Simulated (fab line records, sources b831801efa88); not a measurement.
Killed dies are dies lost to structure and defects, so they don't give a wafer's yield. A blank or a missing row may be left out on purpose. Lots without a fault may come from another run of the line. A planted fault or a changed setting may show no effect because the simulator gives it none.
fab line records | flow gf180mcu
record lots=5 wafers=15 last_day=34
route steps=602 shown VT_IMPLANT@102 MVSD@136 NWELL@137 LVPWELL@138 MVPSD@139 DUAL_GATE@141
lots that met no fault: from a run of the same line without faults
start_h: hours from the record's first day to the start of the lot's first wafer shown | wait_h: hours since the lot's step before | " the same as in the row above | L1.1+2: a row that stands for several wafers | - no value, or no start given | * or withheld: withheld | < > ~ a bound
route shown NAME@n: a module of which the file shows steps, and the number in the route of the first | usual: mean/standard deviation of fault-free wafers | same: alike in all rows | chamber/n: place in a boat | sites: the reading at each site | _std_site: their standard deviation | _edge_site: outer sites' mean less inner sites' | radius_mm: how far each site lies from the wafer's centre | mask NAME#n: copy n | behind: the tool/chamber that last shaped the wafer | hold: why the lot was held/for how many hours/how that ended | device: the transistor (n, p or np) that didn't switch | end of line: the same wafers' tests at the end of the route | a step without rows: its recipe alone | killed: dies lost to structure and defects at the first sort, not the wafer's yield | map: a wafer's dies, x killed, . not, _ none there
set.NAME: the setting as run; set.NAME@STEP: as run at that earlier step | model.NAME: the simulator's own value behind a step, which no gauge read
lots at some steps of the route; a table a step, a row a wafer
services: from which hour (start_h, from the record's first day; less than 0 if before it) a tool's chamber was out of use, for how many hours, and why
## steps
# step GF_VT_IMPLANT_HMDS_12
# recipe prime_time_s=60 prime_temp_c=120
# columns lot.wafer tool chamber start_h wait_h
L082.1+2+5 litho_track-01 0 168.28 0.1
L083.1+2+6 litho_track-03 0 176.16 0.1
L086.3+4+6 litho_track-03 0 192.76 0.1
L092.4+5+6 litho_track-03 0 230.38 0.1
L097.4+5+6 litho_track-01 0 267.35 0.1
# step GF_VT_IMPLANT_COAT_13
# recipe resist=NOVOLAK spin_rpm=3000 resist_thk_nm=1000
# usual spin_speed_rpm=2999.8/2.1
# columns lot.wafer tool chamber start_h wait_h spin_speed_rpm
L082.1 litho_track-01 0 168.43 0.1 3001.8
L082.2 " 0 " " 2998.9
L082.5 " 0 " " 2997.9
L083.1 litho_track-03 0 176.31 0.1 3000.7
L083.2 " 0 " " 3002.9
L083.6 " 0 " " 3003.0
L086.3 litho_track-03 0 192.91 0.1 3002.3
L086.4 " 0 " " 3001.4
L086.6 " 0 " " 2997.0
L092.4 litho_track-03 0 230.53 0.1 2997.6
L092.5 " 0 " " 2998.2
L092.6 " 0 " " 3005.9
L097.4 litho_track-01 0 267.50 0.1 3001.3
L097.5 " 0 " " 3000.6
L097.6 " 0 " " 3000.3
# step GF_VT_IMPLANT_SOFTBAKE_14
# recipe temp_c=90 time_s=60 resist=NOVOLAK
# usual plate_temp_C=90.00/0.13
# columns lot.wafer tool chamber start_h wait_h plate_temp_C
L082.1 litho_track-01 0 168.58 0.1 90.04
L082.2 " 0 " " 90.11
L082.5 " 0 " " 90.15
L083.1 litho_track-03 0 176.46 0.1 89.82
L083.2 " 0 " " 89.98
L083.6 " 0 " " 89.96
L086.3 litho_track-03 0 193.06 0.1 89.91
L086.4 " 0 " " 89.74
L086.6 " 0 " " 89.78
L092.4 litho_track-03 0 230.68 0.1 90.05
L092.5 " 0 " " 90.05
L092.6 " 0 " " 89.89
L097.4 litho_track-01 0 267.65 0.1 90.05
L097.5 " 0 " " 89.98
L097.6 " 0 " " 89.91
# step GF_VT_IMPLANT_EXPOSE_15
# recipe mask_id=Nwell_LV_AREA target_cd_nm=860 na=0.6 source_shape=conventional sigma_outer=0.6 dose_mj=140
# columns lot.wafer tool chamber start_h wait_h mask
L082.1+2+5 iline_stepper-02 0 - - Nwell_LV_AREA#0
L083.1+2+6 iline_stepper-01 0 - - Nwell_LV_AREA#0
L086.3+4+6 iline_stepper-01 0 - - Nwell_LV_AREA#0
L092.4+5+6 iline_stepper-02 0 - - Nwell_LV_AREA#0
L097.4+5+6 iline_stepper-01 0 - - Nwell_LV_AREA#0
# step GF_VT_IMPLANT_PEB_16
# recipe temp_c=withheld time_s=* resist=NOVOLAK
# columns lot.wafer tool chamber start_h wait_h
L082.1+2+5 litho_track-03 0 - -
L083.1+2+6 litho_track-01 0 - -
L086.3+4+6 litho_track-04 0 - -
L092.4+5+6 litho_track-01 0 - -
L097.4+5+6 litho_track-03 0 - -
# step GF_VT_IMPLANT_DEVELOP_17
# recipe develop_time_s=60 dev_temp_c=23
# columns lot.wafer tool chamber start_h wait_h
L082.1+2+5 litho_track-03 0 176.76 0.1
L083.1+2+6 litho_track-01 0 185.18 0.1
L086.3+4+6 litho_track-04 0 201.80 0.1
L092.4+5+6 litho_track-01 0 239.90 0.1
L097.4+5+6 litho_track-03 0 276.43 0.1
# step GF_VT_IMPLANT_OVL_MEAS_18
# usual VT_IMPLANT_01_OVL=-0.3/1.2
# columns lot.wafer tool chamber start_h wait_h VT_IMPLANT_01_OVL[nm]
L082.1 overlay-01 - 176.91 0.1 0.5
L082.2 " - " " 2.4
L082.5 " - " " 1.5
L083.1 overlay-02 - 185.33 0.1 -0.2
L083.2 " - " " 0.4
L083.6 " - " " -0.6
L086.3 overlay-01 - 201.92 0.1 -1.4
L086.4 " - " " -1.1
L086.6 " - " " -1.9
L092.4 overlay-01 - 239.99 0.1 -0.7
L092.5 " - " " 1.3
L092.6 " - " " 1.2
L097.4 overlay-02 - 276.53 0.1 -0.6
L097.5 " - " " -0.4
L097.6 " - " " -1.4
# step GF_VT_IMPLANT_IMPLANT_19
# recipe species=As energy_kev=100 dose_cm2=4.35e+12 tilt_deg=7
# columns lot.wafer tool chamber start_h wait_h
L082.1+2+5 implanter-01 0 176.95 0.0
L083.1+2+6 implanter-03 0 185.36 0.0
L086.3+4+6 implanter-02 0 201.99 0.1
L092.4+5+6 implanter-01 0 240.09 0.1
L097.4+5+6 implanter-03 0 276.62 0.1
# step GF_VT_IMPLANT_STRIP_20
# recipe chemistry=O2/N2 power_w=1400 pressure_mtorr=1500 platen_temp_c=250 o2_flow_sccm=3000 n2_flow_sccm=300 overash_fraction=0.5
# usual drypump_motor_current_A=5.9/0.41 heater_power_w=331/34 oes_product_au=0.716/0.0049 strip_time_to_endpoint_s=12.62/0.038
# columns lot.wafer tool chamber start_h wait_h drypump_motor_current_A heater_power_w oes_product_au rf_hours_counter_h strip_time_to_endpoint_s
L082.1 plasma_asher-02 1 177.10 0.1 5.8 327 0.722 6 12.65
L082.2 " 0 " " 6.1 346 0.718 6 12.63
L082.5 " 0 " " 6.1 341 0.723 - 12.66
L083.1 plasma_asher-04 0 185.51 0.1 6.5 305 0.706 40 12.62
L083.2 " 1 " " 5.3 285 0.722 40 12.67
L083.6 " 0 " " 6.4 314 0.713 - 12.66
L086.3 plasma_asher-04 1 202.12 0.1 5.3 281 0.708 - 12.60
L086.4 " 0 " " 6.5 311 0.716 - 12.58
L086.6 " 0 " " 6.5 312 0.713 - 12.60
L092.4 plasma_asher-01 0 240.19 0.1 6.1 351 0.707 - 12.63
L092.5 " 0 " " 6.1 354 0.717 - 12.65
L092.6 " 1 " " 5.8 382 0.712 - 12.65
L097.4 plasma_asher-02 1 276.73 0.1 5.8 326 0.717 - 12.62
L097.5 " 1 " " 5.8 323 0.712 - 12.61
L097.6 " 0 " " 6.1 337 0.717 - 12.66
# step GF_VT_IMPLANT_TW_MEAS_21
# usual VT_IMPLANT_2_TW=1224/11
# columns lot.wafer tool chamber start_h wait_h VT_IMPLANT_2_TW
L082.1 film_metro-01 - 177.20 0.1 1212
L082.2 " - " " 1211
L082.5 " - " " 1217
L083.1 film_metro-01 - 185.61 0.1 1215
L083.2 " - " " 1216
L083.6 " - " " 1209
L086.3 film_metro-04 - 202.21 0.1 1226
L086.4 " - " " 1227
L086.6 " - " " 1232
L092.4 film_metro-04 - 240.29 0.1 1230
L092.5 " - " " 1230
L092.6 " - " " 1239
L097.4 film_metro-04 - 276.82 0.1 1229
L097.5 " - " " 1225
L097.6 " - " " 1232
# step GF_VT_IMPLANT_DEHYDRATE_22
# recipe temp_c=200 time_s=60
# usual plate_temp_C=200.05/0.16
# columns lot.wafer tool chamber start_h wait_h plate_temp_C
L082.1 litho_track-03 0 185.41 8.2 200.20
L082.2 " 0 " " 199.99
L082.5 " 0 " " 200.26
L083.1 litho_track-04 0 193.25 7.6 200.01
L083.2 " 0 " " 200.18
L083.6 " 0 " " 199.93
L086.3 litho_track-04 0 210.20 8.0 199.99
L086.4 " 0 " " 200.19
L086.6 " 0 " " 200.33
L092.4 litho_track-01 0 248.55 8.2 200.00
L092.5 " 0 " " 200.27
L092.6 " 0 " " 200.18
L097.4 litho_track-04 0 286.73 9.9 200.10
L097.5 " 0 " " 200.24
L097.6 " 0 " " 199.99
# step GF_VT_IMPLANT_HMDS_23
# recipe prime_time_s=60 prime_temp_c=120
# columns lot.wafer tool chamber start_h wait_h
L082.1+2+5 litho_track-03 0 185.56 0.1
L083.1+2+6 litho_track-04 0 193.40 0.1
L086.3+4+6 litho_track-04 0 210.35 0.1
L092.4+5+6 litho_track-01 0 248.70 0.1
L097.4+5+6 litho_track-04 0 286.88 0.1
# step GF_VT_IMPLANT_COAT_24
# recipe resist=NOVOLAK spin_rpm=3000 resist_thk_nm=1000
# usual spin_speed_rpm=2999.7/2
# columns lot.wafer tool chamber start_h wait_h spin_speed_rpm
L082.1 litho_track-03 0 185.71 0.1 3004.3
L082.2 " 0 " " 2997.9
L082.5 " 0 " " 3001.3
L083.1 litho_track-04 0 193.55 0.1 2999.7
L083.2 " 0 " " 2996.9
L083.6 " 0 " " 2999.3
L086.3 litho_track-04 0 210.50 0.1 2999.2
L086.4 " 0 " " 3001.6
L086.6 " 0 " " 3001.9
L092.4 litho_track-01 0 248.85 0.1 3000.1
L092.5 " 0 " " 2999.9
L092.6 " 0 " " 2998.8
L097.4 litho_track-04 0 287.03 0.1 2998.5
L097.5 " 0 " " 2997.9
L097.6 " 0 " " 3000.1
# step GF_VT_IMPLANT_SOFTBAKE_25
# recipe temp_c=90 time_s=60 resist=NOVOLAK
# usual plate_temp_C=90.01/0.11
# columns lot.wafer tool chamber start_h wait_h plate_temp_C
L082.1 litho_track-03 0 185.86 0.1 89.95
L082.2 " 0 " " 89.90
L082.5 " 0 " " 89.98
L083.1 litho_track-04 0 193.70 0.1 90.06
L083.2 " 0 " " 89.84
L083.6 " 0 " " 90.06
L086.3 litho_track-04 0 210.65 0.1 89.98
L086.4 " 0 " " 89.77
L086.6 " 0 " " 89.95
L092.4 litho_track-01 0 249.00 0.1 90.02
L092.5 " 0 " " 89.97
L092.6 " 0 " " 90.02
L097.4 litho_track-04 0 287.18 0.1 90.02
L097.5 " 0 " " 90.18
L097.6 " 0 " " 89.95
# step GF_VT_IMPLANT_EXPOSE_26
# recipe mask_id=LVPWELL_HV_AREA target_cd_nm=860 na=0.6 source_shape=conventional sigma_outer=0.6 dose_mj=140
# columns lot.wafer tool chamber start_h wait_h mask
L082.1+2+5 iline_stepper-02 0 - - LVPWELL_HV_AREA#0
L083.1+2+6 iline_stepper-01 0 - - LVPWELL_HV_AREA#0
L086.3+4+6 iline_stepper-02 0 - - LVPWELL_HV_AREA#0
L092.4+5+6 iline_stepper-01 0 - - LVPWELL_HV_AREA#0
L097.4+5+6 iline_stepper-01 0 - - LVPWELL_HV_AREA#0
# step GF_VT_IMPLANT_PEB_27
# recipe temp_c=withheld time_s=* resist=NOVOLAK
# columns lot.wafer tool chamber start_h wait_h
L082.1+2+5 litho_track-04 0 - -
L083.1+2+6 litho_track-01 0 - -
L086.3+4+6 litho_track-01 0 - -
L092.4+5+6 litho_track-04 0 - -
L097.4+5+6 litho_track-03 0 - -
# step GF_VT_IMPLANT_DEVELOP_28
# recipe develop_time_s=60 dev_temp_c=23
# columns lot.wafer tool chamber start_h wait_h
L082.1+2+5 litho_track-04 0 194.00 0.1
L083.1+2+6 litho_track-01 0 202.73 0.1
L086.3+4+6 litho_track-01 0 220.02 0.1
L092.4+5+6 litho_track-04 0 257.03 0.1
L097.4+5+6 litho_track-03 0 296.38 0.1
# step GF_VT_IMPLANT_OVL_MEAS_29
# usual VT_IMPLANT_02_OVL=-1.0/1.3
# columns lot.wafer tool chamber start_h wait_h VT_IMPLANT_02_OVL[nm]
L082.1 overlay-01 - 194.15 0.1 -1.1
L082.2 " - " " -1.6
L082.5 " - " " -0.7
L083.1 overlay-02 - 202.88 0.1 -0.6
L083.2 " - " " -0.1
L083.6 " - " " 0.8
L086.3 overlay-01 - 220.14 0.1 -2.2
L086.4 " - " " -0.9
L086.6 " - " " -1.9
L092.4 overlay-02 - 257.12 0.1 -0.5
L092.5 " - " " -0.5
L092.6 " - " " -0.9
L097.4 overlay-02 - 296.48 0.1 -2.2
L097.5 " - " " -1.2
L097.6 " - " " -1.3
# step GF_VT_IMPLANT_IMPLANT_30
# recipe species=B energy_kev=25 dose_cm2=2.534e+12 tilt_deg=7
# columns lot.wafer tool chamber start_h wait_h
L082.1+2+5 implanter-01 0 194.19 0.0
L083.1+2+6 implanter-03 0 202.91 0.0
L086.3+4+6 implanter-02 0 220.21 0.1
L092.4+5+6 implanter-03 0 257.21 0.1
L097.4+5+6 implanter-03 0 296.57 0.1
# step GF_VT_IMPLANT_STRIP_31
# recipe chemistry=O2/N2 power_w=1400 pressure_mtorr=1500 platen_temp_c=250 o2_flow_sccm=3000 n2_flow_sccm=300 overash_fraction=0.5
# usual drypump_motor_current_A=5.9/0.37 heater_power_w=336/33 oes_product_au=0.716/0.0055 strip_time_to_endpoint_s=12.62/0.036
# columns lot.wafer tool chamber start_h wait_h drypump_motor_current_A heater_power_w oes_product_au rf_hours_counter_h strip_time_to_endpoint_s
L082.1 plasma_asher-01 1 194.34 0.1 5.8 382 0.721 55 12.60
L082.2 " 0 " " 6.1 352 0.711 55 12.57
L082.5 " 1 " " 5.8 386 0.702 - 12.57
L083.1 plasma_asher-02 1 203.06 0.1 5.8 330 0.715 9 12.63
L083.2 " 0 " " 6.1 342 0.714 9 12.59
L083.6 " 1 " " 5.8 322 0.712 - 12.57
L086.3 plasma_asher-01 0 220.34 0.1 6.1 346 0.713 - 12.61
L086.4 " 1 " " 5.8 384 0.713 - 12.58
L086.6 " 1 " " 5.8 390 0.723 - 12.63
L092.4 plasma_asher-01 0 257.32 0.1 6.1 349 0.710 - 12.66
L092.5 " 1 " " 5.8 391 0.715 - 12.61
L092.6 " 0 " " 6.1 354 0.721 - 12.61
L097.4 plasma_asher-04 0 296.68 0.1 6.5 305 0.714 - 12.61
L097.5 " 0 " " 6.5 312 0.718 - 12.62
L097.6 " 1 " " 5.3 293 0.718 - 12.61
# step GF_VT_IMPLANT_TW_MEAS_32
# usual VT_IMPLANT_3_TW=270.2/1.9
# columns lot.wafer tool chamber start_h wait_h VT_IMPLANT_3_TW
L082.1 film_metro-04 - 194.44 0.1 272.0
L082.2 " - " " 272.4
L082.5 " - " " 271.5
L083.1 film_metro-01 - 203.16 0.1 270.1
L083.2 " - " " 270.2
L083.6 " - " " 270.1
L086.3 film_metro-01 - 220.43 0.1 270.4
L086.4 " - " " 269.7
L086.6 " - " " 269.5
L092.4 film_metro-04 - 257.42 0.1 274.6
L092.5 " - " " 273.1
L092.6 " - " " 271.8
L097.4 film_metro-02 - 296.77 0.1 267.6
L097.5 " - " " 266.8
L097.6 " - " " 266.6
# step GF_VT_IMPLANT_DEHYDRATE_33
# recipe temp_c=200 time_s=60
# usual plate_temp_C=200.00/0.17
# columns lot.wafer tool chamber start_h wait_h plate_temp_C
L082.1 litho_track-01 0 202.88 8.4 200.23
L082.2 " 0 " " 200.28
L082.5 " 0 " " 200.29
L083.1 litho_track-03 0 210.91 7.7 200.06
L083.2 " 0 " " 200.18
L083.6 " 0 " " 200.03
L086.3 litho_track-01 0 228.67 8.2 200.31
L086.4 " 0 " " 200.02
L086.6 " 0 " " 200.42
L092.4 litho_track-04 0 267.13 9.7 200.17
L092.5 " 0 " " 200.20
L092.6 " 0 " " 200.17
L097.4 litho_track-01 0 307.05 10.3 199.72
L097.5 " 0 " " 199.84
L097.6 " 0 " " 199.94
# step GF_VT_IMPLANT_HMDS_34
# recipe prime_time_s=60 prime_temp_c=120
# columns lot.wafer tool chamber start_h wait_h
L082.1+2+5 litho_track-01 0 203.03 0.1
L083.1+2+6 litho_track-03 0 211.06 0.1
L086.3+4+6 litho_track-01 0 228.82 0.1
L092.4+5+6 litho_track-04 0 267.28 0.1
L097.4+5+6 litho_track-01 0 307.20 0.1
# step GF_VT_IMPLANT_COAT_35
# recipe resist=NOVOLAK spin_rpm=3000 resist_thk_nm=1000
# usual spin_speed_rpm=2999.9/2.1
# columns lot.wafer tool chamber start_h wait_h spin_speed_rpm
L082.1 litho_track-01 0 203.18 0.1 3001.4
L082.2 " 0 " " 3000.0
L082.5 " 0 " " 3000.2
L083.1 litho_track-03 0 211.21 0.1 2999.6
L083.2 " 0 " " 3001.6
L083.6 " 0 " " 2999.4
L086.3 litho_track-01 0 228.97 0.1 2997.4
L086.4 " 0 " " 3002.0
L086.6 " 0 " " 3003.5
L092.4 litho_track-04 0 267.43 0.1 2999.0
L092.5 " 0 " " 3002.6
L092.6 " 0 " " 3000.8
L097.4 litho_track-01 0 307.35 0.1 2997.3
L097.5 " 0 " " 3004.3
L097.6 " 0 " " 3002.2
# step GF_VT_IMPLANT_SOFTBAKE_36
# recipe temp_c=90 time_s=60 resist=NOVOLAK
# usual plate_temp_C=90.03/0.12
# columns lot.wafer tool chamber start_h wait_h plate_temp_C
L082.1 litho_track-01 0 203.33 0.1 89.90
L082.2 " 0 " " 89.96
L082.5 " 0 " " 90.07
L083.1 litho_track-03 0 211.36 0.1 90.10
L083.2 " 0 " " 90.00
L083.6 " 0 " " 90.03
L086.3 litho_track-01 0 229.12 0.1 89.99
L086.4 " 0 " " 89.93
L086.6 " 0 " " 89.93
L092.4 litho_track-04 0 267.58 0.1 90.09
L092.5 " 0 " " 89.91
L092.6 " 0 " " 89.95
L097.4 litho_track-01 0 307.50 0.1 89.84
L097.5 " 0 " " 89.87
L097.6 " 0 " " 89.92
# step GF_VT_IMPLANT_EXPOSE_37
# recipe mask_id=Nwell_HV_AREA target_cd_nm=860 na=0.6 source_shape=conventional sigma_outer=0.6 dose_mj=140
# columns lot.wafer tool chamber start_h wait_h mask
L082.1+2+5 iline_stepper-02 0 - - Nwell_HV_AREA#0
L083.1+2+6 iline_stepper-01 0 - - Nwell_HV_AREA#0
L086.3+4+6 iline_stepper-01 0 - - Nwell_HV_AREA#0
L092.4+5+6 iline_stepper-01 0 - - Nwell_HV_AREA#0
L097.4+5+6 iline_stepper-02 0 - - Nwell_HV_AREA#0
# step GF_VT_IMPLANT_PEB_38
# recipe temp_c=withheld time_s=* resist=NOVOLAK
# columns lot.wafer tool chamber start_h wait_h
L082.1+2+5 litho_track-03 0 - -
L083.1+2+6 litho_track-01 0 - -
L086.3+4+6 litho_track-04 0 - -
L092.4+5+6 litho_track-01 0 - -
L097.4+5+6 litho_track-04 0 - -
# step GF_VT_IMPLANT_DEVELOP_39
# recipe develop_time_s=60 dev_temp_c=23
# columns lot.wafer tool chamber start_h wait_h
L082.1+2+5 litho_track-03 0 211.96 0.1
L083.1+2+6 litho_track-01 0 220.27 0.1
L086.3+4+6 litho_track-04 0 238.30 0.1
L092.4+5+6 litho_track-01 0 276.35 0.1
L097.4+5+6 litho_track-04 0 317.13 0.1
# step GF_VT_IMPLANT_OVL_MEAS_40
# usual VT_IMPLANT_03_OVL=-0.4/1.5
# columns lot.wafer tool chamber start_h wait_h VT_IMPLANT_03_OVL[nm]
L082.1 overlay-02 - 212.11 0.1 -1.5
L082.2 " - " " -1.3
L082.5 " - " " -0.1
L083.1 overlay-02 - 220.42 0.1 0.0
L083.2 " - " " -0.2
L083.6 " - " " 0.8
L086.3 overlay-02 - 238.42 0.1 0.2
L086.4 " - " " 0.0
L086.6 " - " " -0.5
L092.4 overlay-01 - 276.44 0.1 -1.9
L092.5 " - " " -0.1
L092.6 " - " " 0.2
L097.4 overlay-01 - 317.22 0.1 -1.8
L097.5 " - " " -0.9
L097.6 " - " " 0.4
# step GF_VT_IMPLANT_IMPLANT_41
# recipe species=As energy_kev=70 dose_cm2=1.013e+12 tilt_deg=7
# columns lot.wafer tool chamber start_h wait_h
L082.1+2+5 implanter-03 0 212.15 0.0
L083.1+2+6 implanter-01 0 220.46 0.0
L086.3+4+6 implanter-03 0 238.49 0.1
L092.4+5+6 implanter-02 0 276.53 0.1
L097.4+5+6 implanter-02 0 317.31 0.1
# step GF_VT_IMPLANT_STRIP_42
# recipe chemistry=O2/N2 power_w=1400 pressure_mtorr=1500 platen_temp_c=250 o2_flow_sccm=3000 n2_flow_sccm=300 overash_fraction=0.5
# usual drypump_motor_current_A=5.9/0.43 heater_power_w=325/32 oes_product_au=0.716/0.0046 strip_time_to_endpoint_s=12.63/0.037
# columns lot.wafer tool chamber start_h wait_h drypump_motor_current_A heater_power_w oes_product_au rf_hours_counter_h strip_time_to_endpoint_s
L082.1 plasma_asher-04 0 212.30 0.1 6.5 306 0.711 43 12.61
L082.2 " 1 " " 5.3 286 0.714 43 12.57
L082.5 " 1 " " 5.3 280 0.716 - 12.57
L083.1 plasma_asher-02 0 220.61 0.1 6.1 345 0.724 11 12.57
L083.2 " 1 " " 5.8 326 0.716 11 12.60
L083.6 " 0 " " 6.1 344 0.722 - 12.56
L086.3 plasma_asher-01 0 238.62 0.1 6.1 348 0.713 - 12.62
L086.4 " 1 " " 5.8 380 0.721 - 12.68
L086.6 " 0 " " 6.2 345 0.709 - 12.63
L092.4 plasma_asher-04 0 276.64 0.1 6.5 313 0.718 - 12.64
L092.5 " 1 " " 5.3 290 0.717 - 12.65
L092.6 " 0 " " 6.4 308 0.711 - 12.63
L097.4 plasma_asher-02 1 317.42 0.1 5.8 331 0.725 - 12.63
L097.5 " 0 " " 6.1 337 0.717 - 12.59
L097.6 " 1 " " 5.8 317 0.708 - 12.63
# step GF_VT_IMPLANT_TW_MEAS_43
# usual VT_IMPLANT_4_TW=694/6.1
# columns lot.wafer tool chamber start_h wait_h VT_IMPLANT_4_TW
L082.1 film_metro-04 - 212.40 0.1 694
L082.2 " - " " 698
L082.5 " - " " 701
L083.1 film_metro-04 - 220.71 0.1 702
L083.2 " - " " 707
L083.6 " - " " 706
L086.3 film_metro-04 - 238.71 0.1 703
L086.4 " - " " 704
L086.6 " - " " 709
L092.4 film_metro-02 - 276.74 0.1 682
L092.5 " - " " 683
L092.6 " - " " 683
L097.4 film_metro-02 - 317.52 0.1 686
L097.5 " - " " 685
L097.6 " - " " 684
# step GF_VT_IMPLANT_CLEAN_44
# recipe chemistry=SC1/SC2 mix=1:4:20 temp_c=70 time_s=150 dry=n2_spin
# usual bath_heat_duty_pct=13.7/1.5
# columns lot.wafer tool chamber start_h wait_h bath_heat_duty_pct
L082.1 wet_bench-01 1 212.46 0.1 13.9
L082.2 " 1 " " 15.1
L082.5 " 1 " " 12.0
L083.1 wet_bench-04 3 220.77 0.1 11.7
L083.2 " 3 " " 11.4
L083.6 " 3 " " 11.5
L086.3 wet_bench-01 3 238.75 0.0 14.3
L086.4 " 3 " " 14.1
L086.6 " 3 " " 13.9
L092.4 wet_bench-01 3 276.77 0.0 13.6
L092.5 " 3 " " 14.1
L092.6 " 3 " " 12.5
L097.4 wet_bench-02 2 317.55 0.0 15.2
L097.5 " 2 " " 15.9
L097.6 " 2 " " 16.2
# step GF_VT_IMPLANT_RTA_45
# recipe temp_c=1050 time_s=30 ambient=N2
# usual lamp_power_pct=34.5/2.4 wafer_temp_C_max=1054.2/1
# columns lot.wafer tool chamber start_h wait_h lamp_power_pct wafer_temp_C_max
L082.1 rtp_anneal-01 0 212.51 0.0 32.3 1054.3
L082.2 " 0 " " 32.3 1052.4
L082.5 " 0 " " 32.2 1053.0
L083.1 rtp_anneal-02 0 220.82 0.0 37.0 1054.5
L083.2 " 0 " " 37.0 1054.5
L083.6 " 0 " " 37.0 1056.3
L086.3 rtp_anneal-01 0 238.83 0.0 32.3 1052.9
L086.4 " 0 " " 32.3 1053.6
L086.6 " 0 " " 32.3 1053.9
L092.4 rtp_anneal-01 0 276.87 0.1 32.3 1053.9
L092.5 " 0 " " 32.3 1053.3
L092.6 " 0 " " 32.2 1053.2
L097.4 rtp_anneal-01 0 317.65 0.1 32.2 1055.3
L097.5 " 0 " " 32.3 1054.2
L097.6 " 0 " " 32.3 1054.4
# step GF_VT_IMPLANT_RS_MEAS_46
# recipe thk_meas_gauge=four-point-probe
# usual MVSD_RS=456.9/1.1
# columns lot.wafer tool chamber start_h wait_h MVSD_RS[ohm/sq]
L082.1 film_metro-04 - 212.61 0.1 456.5
L082.2 " - " " 457.8
L082.5 " - " " 456.5
L083.1 film_metro-03 - 220.92 0.1 457.9
L083.2 " - " " 457.8
L083.6 " - " " 458.2
L086.3 film_metro-03 - 238.94 0.1 456.5
L086.4 " - " " 457.2
L086.6 " - " " 457.6
L092.4 film_metro-02 - 276.98 0.1 455.9
L092.5 " - " " 455.6
L092.6 " - " " 455.0
L097.4 film_metro-04 - 317.79 0.1 457.2
L097.5 " - " " 455.9
L097.6 " - " " 455.8
# step GF_VT_IMPLANT_RS_MEAS_47
# recipe thk_meas_gauge=four-point-probe
# usual NWELL_RS=487.8/1.2
# columns lot.wafer tool chamber start_h wait_h NWELL_RS[ohm/sq]
L082.1 film_metro-04 - 212.73 0.1 487.9
L082.2 " - " " 486.3
L082.5 " - " " 486.7
L083.1 film_metro-03 - 221.04 0.1 488.9
L083.2 " - " " 488.1
L083.6 " - " " 488.0
L086.3 film_metro-03 - 239.06 0.1 488.2
L086.4 " - " " 488.4
L086.6 " - " " 488.2
L092.4 film_metro-02 - 277.10 0.1 487.1
L092.5 " - " " 488.7
L092.6 " - " " 488.0
L097.4 film_metro-04 - 317.91 0.1 486.4
L097.5 " - " " 486.0
L097.6 " - " " 486.8
# step GF_VT_IMPLANT_RS_MEAS_48
# recipe thk_meas_gauge=four-point-probe
# usual LVPWELL_RS=1197.5/2.6
# columns lot.wafer tool chamber start_h wait_h LVPWELL_RS[ohm/sq]
L082.1 film_metro-04 - 212.85 0.1 1195.8
L082.2 " - " " 1196.3
L082.5 " - " " 1194.7
L083.1 film_metro-03 - 221.16 0.1 1194.3
L083.2 " - " " 1196.3
L083.6 " - " " 1195.3
L086.3 film_metro-03 - 239.18 0.1 1198.9
L086.4 " - " " 1197.2
L086.6 " - " " 1196.2
L092.4 film_metro-02 - 277.22 0.1 1198.5
L092.5 " - " " 1197.9
L092.6 " - " " 1198.5
L097.4 film_metro-04 - 318.03 0.1 1198.2
L097.5 " - " " 1197.2
L097.6 " - " " 1197.9
# step GF_VT_IMPLANT_RS_MEAS_49
# recipe thk_meas_gauge=four-point-probe
# usual MVPSD_RS=1169/3.4
# columns lot.wafer tool chamber start_h wait_h MVPSD_RS[ohm/sq]
L082.1 film_metro-04 - 212.97 0.1 1169
L082.2 " - " " 1165
L082.5 " - " " 1168
L083.1 film_metro-03 - 221.28 0.1 1175
L083.2 " - " " 1174
L083.6 " - " " 1175
L086.3 film_metro-03 - 239.30 0.1 1170
L086.4 " - " " 1173
L086.6 " - " " 1172
L092.4 film_metro-02 - 277.34 0.1 1169
L092.5 " - " " 1169
L092.6 " - " " 1171
L097.4 film_metro-04 - 318.15 0.1 1167
L097.5 " - " " 1166
L097.6 " - " " 1164
# step GF_VT_IMPLANT_WET_ETCH_50
# recipe chemistry=dHF target_depth_nm=20 target=SiO2 temp_c=25 dilution=100:1 time_s=400
# usual bath_heat_duty_pct=6.4/0.79
# columns lot.wafer tool chamber start_h wait_h bath_heat_duty_pct
L082.1 wet_bench-04 0 213.09 0.1 5.8
L082.2 " 0 " " 5.6
L082.5 " 0 " " 5.2
L083.1 wet_bench-02 3 221.40 0.1 6.6
L083.2 " 3 " " 6.4
L083.6 " 3 " " 7.0
L086.3 wet_bench-01 2 239.38 0.1 6.1
L086.4 " 2 " " 6.3
L086.6 " 2 " " 6.6
L092.4 wet_bench-02 0 277.40 0.0 7.6
L092.5 " 0 " " 8.1
L092.6 " 0 " " 7.7
L097.4 wet_bench-01 1 318.21 0.0 6.6
L097.5 " 1 " " 6.3
L097.6 " 1 " " 6.5
# step GF_DUAL_GATE_CLEAN_00
# recipe chemistry=SC1/SC2 mix=1:4:20 temp_c=70 time_s=150
# usual bath_heat_duty_pct=13.6/1.5
# columns lot.wafer tool chamber start_h wait_h bath_heat_duty_pct
L082.1 wet_bench-02 3 213.21 0.0 14.6
L082.2 " 3 " " 15.0
L082.5 " 3 " " 14.3
L083.1 wet_bench-04 0 221.52 0.0 12.3
L083.2 " 0 " " 13.3
L083.6 " 0 " " 11.5
L086.3 wet_bench-04 3 239.50 0.0 11.6
L086.4 " 3 " " 11.6
L086.6 " 3 " " 11.5
L092.4 wet_bench-04 1 277.52 0.0 13.7
L092.5 " 1 " " 11.8
L092.6 " 1 " " 12.9
L097.4 wet_bench-01 2 318.34 0.0 14.1
L097.5 " 2 " " 14.1
L097.6 " 2 " " 14.7
# step GF_DUAL_GATE_CLEAN_01
# recipe chemistry=dHF time_s=20 dilution=100:1 dry=ipa_marangoni
# columns lot.wafer tool chamber start_h wait_h
L082.1+2+5 wet_bench-01 0 213.26 0.0
L083.1+2+6 wet_bench-04 1 221.57 0.0
L086.3+4+6 wet_bench-01 3 239.56 0.0
L092.4+5+6 wet_bench-01 2 277.57 0.0
L097.4+5+6 wet_bench-02 3 318.39 0.0
## services
# columns tool chamber start_h hours kind
implanter-03 - 149.00 1.3 repair
implanter-03 - 156.26 4.8 repair
implanter-02 - 161.01 4.0 pm
implanter-03 - 166.35 3.8 repair
iline_stepper-01 - 240.95 2.3 repair
wet_bench-01 - 247.89 4.4 pm
plasma_asher-04 - 255.19 16.9 pm
plasma_asher-01 - 281.70 28.1 pm
implanter-03 - 289.63 2.8 repair
iline_stepper-01 - 296.35 1.7 pm
implanter-01 - 298.41 2.9 repair
implanter-01 - 299.16 3.2 repair
implanter-02 - 307.00 5.4 repair
plasma_asher-02 - 313.19 2.9 repair
## key
fault none
